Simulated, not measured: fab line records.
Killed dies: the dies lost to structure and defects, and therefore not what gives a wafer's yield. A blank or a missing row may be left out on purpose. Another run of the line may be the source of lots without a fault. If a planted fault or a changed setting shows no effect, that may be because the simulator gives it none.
fab line records	flow sky130
record lots=6	wafers=18	last-day=50
route steps=708 shown GATE_OXIDE@200 POLY_GATE@204 RES_PROTECT@206 PAD_OPEN@708
lots that met no fault: taken from a fault-free run of the same line
start-h: start of the lot's first displayed wafer, in hours after the record's first day	wait-h: hours since the lot's step before	" unchanged from the row above	L1.1+2: several wafers, shown together as one row	- either no value or no given start	* or withheld: withheld	< > ~ a bound
route shown NAME@n: names a module that has steps shown in the file, with the first one's number in the route	usual: mean and standard deviation over wafers with no fault	same: alike in all rows	chamber/n: place in a boat	sites: each site's reading	_std_site: how widely they spread, as a standard deviation	_edge_site: inner sites' mean taken away from outer sites' mean	radius-mm: how far each site lies from the wafer's centre	mask NAME#n: copy n	behind: the tool/chamber that last shaped the wafer	hold: why the lot was held/for how many hours/how that ended	device: the transistor (n, p or np) that didn't switch	end of line: the tests these same wafers got at the end of their route	where a step has no rows: the recipe by itself	killed: dies that structure and defects cost at the first sort, which is not the same as the wafer's yield	map: a wafer's dies, x killed, . not, _ none there
set.NAME: setting as actually run; set.NAME@STEP: the setting as run at that earlier step	model.NAME: the simulator's own value behind a step, which no gauge read
a table for each step, a row for each wafer; lots at some steps of the route
services: from which hour (start-h, from the record's first day; less than 0 if before it) a tool's chamber was out of use, for how many hours, and why
## steps
# step SKY_GATE_OXIDE_STRIP_13
# recipe chemistry=O2/N2	power-w=1400	pressure-mtorr=1500	platen-temp-c=withheld	o2-flow-sccm=3000	n2-flow-sccm=300	overash-fraction=0.5
# usual drypump-motor-current-A=5.8/0.48	oes-product-au=0.715/0.0047	strip-time-to-endpoint-s=14.19/0.034
lot.wafer	tool	chamber	start-h	wait-h	drypump-motor-current-A	oes-product-au	rf-hours-counter-h	strip-time-to-endpoint-s
L277.2	plasma-asher-02	1	353.51	0.0	5.6	0.723	56	14.22
L277.4	"	0	"	"	5.0	0.715	-	14.24
L277.6	"	1	"	"	5.6	0.716	-	14.25
L283.3	plasma-asher-01	0	392.23	0.0	6.3	0.710	-	14.22
L283.5	"	0	"	"	6.3	0.714	-	14.18
L283.6	"	1	"	"	5.4	0.714	-	14.19
L290.1	plasma-asher-03	1	466.59	0.0	6.2	0.710	35	14.12
L290.2	"	0	"	"	6.0	0.715	35	14.15
L290.4	"	1	"	"	6.2	0.712	-	14.20
L293.2	plasma-asher-03	0	475.26	0.0	6.0	0.723	36	14.09
L293.3	"	0	"	"	6.1	0.711	-	14.13
L293.6	"	1	"	"	6.2	0.710	-	14.13
L294.1	plasma-asher-02	0	481.17	0.0	5.0	0.711	70	14.21
L294.4	"	1	"	"	5.6	0.716	-	14.17
L294.6	"	1	"	"	5.6	0.708	-	14.15
L296.3	plasma-asher-02	0	501.02	0.0	5.0	0.714	-	14.20
L296.4	"	1	"	"	5.6	0.720	-	14.16
L296.5	"	1	"	"	5.6	0.717	-	14.12
# step SKY_GATE_OXIDE_TW_MEAS_14
# usual GATE_OXIDE_TW=222.1/1.7
lot.wafer	tool	chamber	start-h	wait-h	GATE_OXIDE_TW
L277.2	film-metro-04	-	353.62	0.1	219.4
L277.4	"	-	"	"	219.0
L277.6	"	-	"	"	219.2
L283.3	film-metro-01	-	392.31	0.1	223.4
L283.5	"	-	"	"	223.9
L283.6	"	-	"	"	223.2
L290.1	film-metro-01	-	466.69	0.1	223.7
L290.2	"	-	"	"	222.3
L290.4	"	-	"	"	223.4
L293.2	film-metro-01	-	475.37	0.1	222.5
L293.3	"	-	"	"	222.4
L293.6	"	-	"	"	223.6
L294.1	film-metro-04	-	481.27	0.1	221.1
L294.4	"	-	"	"	221.1
L294.6	"	-	"	"	220.5
L296.3	film-metro-01	-	501.11	0.1	224.1
L296.4	"	-	"	"	224.3
L296.5	"	-	"	"	223.9
# step SKY_GATE_OXIDE_CLEAN_15
# recipe chemistry=SC1/SC2	mix=1:4:20	temp-c=70	time-s=150	dry=n2-spin
# step SKY_GATE_OXIDE_OXIDATION_16
# recipe temp-c=807.6	ambient=O2	idle-temp-c=700	ramp-up-c-per-min=10	ramp-down-c-per-min=3	stabilise-s=600	purge-s=300	target-thk-a=35.7	ox-time-s=1915
# step SKY_POLY_GATE_CVD_00
# recipe material=poly-Si	target-thk-nm=180	temp-c=620	time-s=720	pressure-mtorr=200
# step SKY_POLY_GATE_THK_MEAS_01
# recipe reads=poly-Si_of_POLY_GATE_CVD_00
# usual POLY_GATE_CVD_00_THK=179.9/1.5
lot.wafer	tool	chamber	start-h	wait-h	POLY_GATE_CVD_00_THK[nm]
L277.2	film-metro-02	-	356.84	0.0	181.3
L277.4	"	-	"	"	180.6
L277.6	"	-	"	"	181.0
L283.3	film-metro-02	-	396.58	0.0	175.9
L283.5	"	-	"	"	176.0
L283.6	"	-	"	"	176.9
L290.1	film-metro-02	-	470.01	0.0	179.4
L290.2	"	-	"	"	178.8
L290.4	"	-	"	"	179.7
L293.2	film-metro-03	-	478.22	0.0	181.0
L293.3	"	-	"	"	181.7
L293.6	"	-	"	"	181.1
L294.1	film-metro-01	-	484.11	0.0	181.3
L294.4	"	-	"	"	181.8
L294.6	"	-	"	"	182.3
L296.3	film-metro-01	-	503.95	0.0	182.2
L296.4	"	-	"	"	182.4
L296.5	"	-	"	"	182.8
# step SKY_RES_PROTECT_DEHYDRATE_00
# recipe temp-c=200	time-s=60
# step SKY_RES_PROTECT_HMDS_01
# recipe prime-time-s=60	prime-temp-c=120
# step SKY_RES_PROTECT_COAT_02
# recipe resist=NOVOLAK	spin-rpm=3000	resist-thk-nm=1140
# step SKY_RES_PROTECT_SOFTBAKE_03
# recipe temp-c=90	time-s=60	resist=NOVOLAK
# step SKY_RES_PROTECT_EXPOSE_04
# recipe mask-id=RPM	na=0.6	source-shape=conventional	sigma-outer=0.6	polarization=unpolarized	target-cd-nm=1270	dose-mj=131
# step SKY_RES_PROTECT_PEB_05
# recipe temp-c=withheld	time-s=*	resist=NOVOLAK
# step SKY_RES_PROTECT_DEVELOP_06
# recipe resist=NOVOLAK	developer=TMAH	develop-time-s=60	dev-temp-c=23
# usual chill-plate-temp-C=23.00/0.094
lot.wafer	tool	chamber	start-h	wait-h	chill-plate-temp-C
L277.2	litho-track-01	0	384.53	0.1	23.11
L277.4	"	0	"	"	23.25
L277.6	"	0	"	"	23.22
L283.3	litho-track-03	0	425.98	0.1	23.02
L283.5	"	0	"	"	23.01
L283.6	"	0	"	"	22.90
L290.1	litho-track-03	0	500.68	0.1	23.07
L290.2	"	0	"	"	22.93
L290.4	"	0	"	"	22.92
L293.2	litho-track-03	0	508.80	0.1	22.98
L293.3	"	0	"	"	23.09
L293.6	"	0	"	"	23.03
L294.1	litho-track-01	0	514.20	0.1	22.95
L294.4	"	0	"	"	23.11
L294.6	"	0	"	"	23.00
L296.3	litho-track-01	0	534.45	0.1	22.75
L296.4	"	0	"	"	23.02
L296.5	"	0	"	"	23.08
# step SKY_POLY_GATE_IMPLANT_02
# recipe species=P	energy-kev=30	dose-cm2=7.7e+15	tilt-deg=0
# step SKY_RES_PROTECT_STRIP_07
# recipe chemistry=O2/N2	power-w=1400	pressure-mtorr=1500	platen-temp-c=withheld	o2-flow-sccm=3000	n2-flow-sccm=300	overash-fraction=0.5
# usual drypump-motor-current-A=6.1/0.43	oes-product-au=0.518/0.0045	strip-time-to-endpoint-s=23.29/0.039
lot.wafer	tool	chamber	start-h	wait-h	drypump-motor-current-A	oes-product-au	rf-hours-counter-h	strip-time-to-endpoint-s
L277.2	plasma-asher-04	1	384.80	0.1	6.6	0.513	68	23.27
L277.4	"	1	"	"	6.6	0.510	-	23.26
L277.6	"	1	"	"	6.6	0.519	-	23.25
L283.3	plasma-asher-03	0	426.26	0.1	6.1	0.522	-	23.31
L283.5	"	1	"	"	6.2	0.517	-	23.29
L283.6	"	0	"	"	6.1	0.524	-	23.28
L290.1	plasma-asher-01	1	500.98	0.1	5.4	0.519	79	23.31
L290.2	"	0	"	"	6.3	0.515	79	23.25
L290.4	"	1	"	"	5.4	0.519	-	23.32
L293.2	plasma-asher-01	1	509.08	0.1	5.4	0.523	80	23.23
L293.3	"	1	"	"	5.4	0.516	-	23.27
L293.6	"	0	"	"	6.3	0.514	-	23.27
L294.1	plasma-asher-03	0	514.50	0.1	6.0	0.520	40	23.23
L294.4	"	0	"	"	6.0	0.521	-	23.21
L294.6	"	1	"	"	6.2	0.520	-	23.24
L296.3	plasma-asher-01	1	534.74	0.1	5.4	0.515	-	23.26
L296.4	"	0	"	"	6.3	0.514	-	23.31
L296.5	"	0	"	"	6.3	0.519	-	23.28
# step SKY_RES_PROTECT_TW_MEAS_08
# usual POLY_GATE_TW=4011/29
lot.wafer	tool	chamber	start-h	wait-h	POLY_GATE_TW
L277.2	film-metro-03	-	384.91	0.1	4015
L277.4	"	-	"	"	4026
L277.6	"	-	"	"	4019
L283.3	film-metro-04	-	426.35	0.1	3969
L283.5	"	-	"	"	3982
L283.6	"	-	"	"	3976
L290.1	film-metro-03	-	501.08	0.1	232
L290.2	"	-	"	"	244
L290.4	"	-	"	"	238
L293.2	film-metro-04	-	509.19	0.1	238
L293.3	"	-	"	"	231
L293.6	"	-	"	"	234
L294.1	film-metro-03	-	514.60	0.1	4035
L294.4	"	-	"	"	4036
L294.6	"	-	"	"	4036
L296.3	film-metro-03	-	534.82	0.1	4005
L296.4	"	-	"	"	4014
L296.5	"	-	"	"	4025
# step SKY_RES_PROTECT_CLEAN_09
# recipe chemistry=SC1/SC2	mix=1:4:20	temp-c=70	time-s=150	dry=n2-spin
# step SKY_PAD_OPEN_PROBE_99
# usual killed_at_M0_to_M3=43/7.2	killed_at_M4_up=3.3/2	killed-at-contacts=25/5.8	killed-at-front-end=15/4.5	killed-at-other=0.3/0.62	killed-dies=86/9.4	killed-on-rim=17/3.7	killed-open=47/7.1	killed-short=39/6
# same gross-dies=492	killed-at-back-side=0
lot.wafer	tool	chamber	start-h	wait-h	killed_at_M0_to_M3	killed_at_M4_up	killed-at-contacts	killed-at-front-end	killed-at-other	killed-dies	killed-on-rim	killed-open	killed-short
L277.2	prober-02	-	1110.06	0.1	45	3	19	17	0	84	16	48	36
L277.4	prober-02	-	1110.16	0.2	48	6	15	23	1	93	20	53	40
L277.6	prober-02	-	1110.26	0.2	52	3	13	24	0	92	21	55	36
L283.3	prober-01	-	1138.54	0.2	51	4	23	17	0	95	21	54	41
L283.5	prober-01	-	1138.64	0.2	55	2	16	14	0	87	20	48	39
L283.6	prober-01	-	1138.69	0.2	46	2	26	20	0	94	11	50	44
L290.1	prober-01	-	1181.12	0.1	43	5	28	22	0	98	20	38	59
L290.2	prober-01	-	1181.17	0.1	43	1	20	15	0	79	19	48	30
L290.4	prober-01	-	1181.27	0.2	33	4	19	14	0	70	14	37	33
L293.2	prober-01	-	1184.69	0.1	35	5	30	17	0	87	17	44	43
L293.3	prober-01	-	1184.74	0.2	33	4	20	11	0	68	19	39	29
L293.6	prober-01	-	1184.89	0.2	39	0	16	20	1	76	9	46	30
# killed by level:class
L277.2 VIA1:geometric-particle:open=10 POLY_GATE:geometric-particle:short=9 VIA3:geometric-particle:open=9 CONTACT:geometric-particle:open=9 METAL1:geometric-particle:short=6 POLY_GATE:geometric-particle:open=5 VIA2:geometric-particle:open=5 LI_CONTACT:geometric-particle:open=4
L277.4 VIA1:geometric-particle:open=15 POLY_GATE:geometric-particle:open=8 VIA3:geometric-particle:open=7 POLY_GATE:geometric-particle:short=6 METAL2:geometric-particle:short=6 CONTACT:geometric-particle:open=5 VIA1:geometric-particle:short=5 VIA2:geometric-particle:open=4
L277.6 VIA3:geometric-particle:open=15 VIA1:geometric-particle:open=8 VIA2:geometric-particle:open=8 POLY_GATE:geometric-particle:open=6 LI_CONTACT:geometric-particle:open=6 POLY_GATE:geometric-particle:short=5 METAL2:geometric-particle:short=5 METAL3:geometric-particle:short=5
L283.3 VIA1:geometric-particle:open=12 CONTACT:geometric-particle:open=11 VIA2:geometric-particle:open=10 VIA3:geometric-particle:open=7 METAL1:geometric-particle:short=6 FIELD_ISO:geometric-particle:short=5 LOCAL_INTERCONNECT:geometric-particle:short=5 VIA3:geometric-particle:short=5
L283.5 VIA2:geometric-particle:open=11 VIA1:geometric-particle:open=11 VIA3:geometric-particle:open=11 METAL2:geometric-particle:short=8 CONTACT:geometric-particle:open=7 METAL1:geometric-particle:short=7 FIELD_ISO:geometric-particle:open=6 CONTACT:geometric-particle:short=4
L283.6 VIA1:geometric-particle:open=13 CONTACT:geometric-particle:short=9 CONTACT:geometric-particle:open=9 VIA2:geometric-particle:open=7 FIELD_ISO:geometric-particle:open=6 VIA1:geometric-particle:short=6 VIA2:geometric-particle:short=6 METAL2:geometric-particle:short=5
L290.1 FIELD_ISO:geometric-particle:short=9 CONTACT:geometric-particle:open=9 VIA1:geometric-particle:open=8 METAL1:geometric-particle:short=8 METAL2:geometric-particle:short=7 CONTACT:geometric-particle:short=6 LI_CONTACT:geometric-particle:short=5 LI_CONTACT:geometric-particle:open=5
L290.2 CONTACT:geometric-particle:open=11 VIA1:geometric-particle:open=10 VIA3:geometric-particle:open=6 POLY_GATE:geometric-particle:open=5 METAL1:geometric-particle:short=5 LI_CONTACT:geometric-particle:open=5 VIA1:geometric-particle:short=5 VIA2:geometric-particle:open=5
L290.4 CONTACT:geometric-particle:open=6 LI_CONTACT:geometric-particle:open=5 CONTACT:geometric-particle:short=5 METAL2:geometric-particle:short=5 POLY_GATE:geometric-particle:open=4 VIA2:geometric-particle:open=4 VIA1:geometric-particle:open=4 VIA3:geometric-particle:open=4
L293.2 CONTACT:geometric-particle:open=11 POLY_GATE:geometric-particle:short=7 VIA1:geometric-particle:open=7 LI_CONTACT:geometric-particle:open=6 METAL2:geometric-particle:short=6 FIELD_ISO:geometric-particle:short=5 VIA1:geometric-particle:short=5 VIA2:geometric-particle:open=5
L293.3 CONTACT:geometric-particle:open=8 VIA1:geometric-particle:open=8 FIELD_ISO:geometric-particle:short=6 LI_CONTACT:geometric-particle:open=5 VIA3:geometric-particle:open=5 POLY_GATE:geometric-particle:open=4 VIA3:geometric-particle:short=4 METAL2:geometric-particle:short=4
L293.6 VIA1:geometric-particle:open=9 LI_CONTACT:geometric-particle:open=6 FIELD_ISO:geometric-particle:open=5 METAL1:geometric-particle:short=5 METAL2:geometric-particle:short=5 VIA3:geometric-particle:open=5 FIELD_ISO:geometric-particle:short=4 POLY_GATE:geometric-particle:open=4
## services
tool	chamber	start-h	hours	kind
plasma-asher-01	-	335.88	2.8	pm
plasma-asher-01	-	363.35	2.0	repair
plasma-asher-04	-	380.50	4.2	repair
litho-track-01	-	416.01	-	consumable-replace:filter
plasma-asher-03	-	416.10	1.1	repair
plasma-asher-03	-	421.02	1.7	repair
plasma-asher-04	-	421.25	9.0	pm
plasma-asher-04	0	421.25	9.0	vent-cycle
plasma-asher-04	1	421.25	9.0	vent-cycle
plasma-asher-04	-	422.93	0.6	repair
plasma-asher-04	0	430.25	-	clean
plasma-asher-04	1	430.25	-	clean
plasma-asher-04	-	498.72	4.6	repair
plasma-asher-04	-	503.07	0.6	repair
plasma-asher-02	-	519.95	1.2	repair
## key
first-sign step=SKY_RES_PROTECT_TW_MEAS_08	reading=POLY_GATE_TW	direction=down	sigmas=99+	usual=4011	struck=236
effect none on later readings
met-at SKY_RES_PROTECT_DEVELOP_06
struck-wafers L290.1,L290.2,L290.4,L293.2,L293.3,L293.6
tester-left-out L290,L293
onset-between 425.98 500.68
also-fits SKY_GATE_OXIDE_STRIP_13:plasma-asher-03
fault kind=process-parameter-drift	tool=litho-track-03	chamber=-	onset-h=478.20	steps=SKY_RES_PROTECT_DEVELOP_06	channel=develop-time-s	offset=*	shape=step	end-h=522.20	acts-in=*	stated=*
# tester-left-out: of these lots the tester's yield and bins aren't shown, on N5 and GAA mostly nor the transistor test; their killed dies are dies lost to structure and defects alone, not to doping, threshold or leakage, so they don't give the yield
